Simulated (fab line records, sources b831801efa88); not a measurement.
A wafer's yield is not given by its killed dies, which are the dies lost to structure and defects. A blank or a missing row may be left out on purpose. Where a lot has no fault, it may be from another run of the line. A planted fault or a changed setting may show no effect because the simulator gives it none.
What tool caused it? / flow gf180mcu / 11 lots (33 wafers sampled), 1 step of a 602-step route

== WHAT THE GAUGES SHOWED, per wafer ==
GF_V5_CD_MEAS_14: the cd target is 260 nm. Usual: cd-nm reads 260.2 nm (standard deviation 1.2).
lot=L484; measured=day 27 00:51; on=cd-sem-01; cd-nm (nm)=260.2 261.5 260.8; flag=
lot=L485; measured=day 27 08:57; on=cd-sem-01; cd-nm (nm)=260.0 258.6 259.5; flag=
lot=L486; measured=day 27 16:04; on=cd-sem-01; cd-nm (nm)=261.1 261.3 263.1; flag=
lot=L487; measured=day 28 03:52; on=cd-sem-01; cd-nm (nm)=257.9 257.9 258.9; flag=
lot=L488; measured=day 28 13:14; on=cd-sem-02; cd-nm (nm)=258.8 258.9 260.4; flag=
lot=L495; measured=day 30 14:43; on=cd-sem-01; cd-nm (nm)=260.9 260.3 259.8; flag=
lot=L496; measured=day 30 20:18; on=cd-sem-01; cd-nm (nm)=259.8 259.2 261.9; flag=
lot=L498; measured=day 31 10:07; on=cd-sem-01; cd-nm (nm)=260.9 262.0 260.9; flag=
lot=L500; measured=day 31 20:52; on=cd-sem-02; cd-nm (nm)=259.5 260.9 261.8; flag=
lot=L502; measured=day 32 08:13; on=cd-sem-02; cd-nm (nm)=258.1 259.4 259.3; flag=
lot=L505; measured=day 33 13:29; on=cd-sem-01; cd-nm (nm)=260.4 260.1 260.9; flag=

== WHICH TOOL RAN EACH LOT (tool, then ch and the chambers of the sampled wafers, then the start) ==
Record: no process step prior to these readings.

== WHAT THE TOOLS THEMSELVES READ (means of the sampled wafers that have a number; where no wafer has one, the mark that the record gives instead) ==
The record holds no such reading with a usual standard deviation.

== THE ANSWER, worked out from the rows above alone ==
Rule: lot off if the mean of its wafers having a number is beyond 3 standard deviations from the usual mean. Also off: a lot with no number at a reading for which 4 or more lots have one. Any other lot the step has rows for is counted as sound. Order of review: gauges by route order, followed by the tools' own readings, for which a lot's mean as printed above is used. At the first step where some lot is off, the reading lying furthest off is the one used; lots without a number count as furthest.
None of the lots is off at any reading shown; this tells nothing.

== WHAT THE SIMULATOR HAD PUT IN ==
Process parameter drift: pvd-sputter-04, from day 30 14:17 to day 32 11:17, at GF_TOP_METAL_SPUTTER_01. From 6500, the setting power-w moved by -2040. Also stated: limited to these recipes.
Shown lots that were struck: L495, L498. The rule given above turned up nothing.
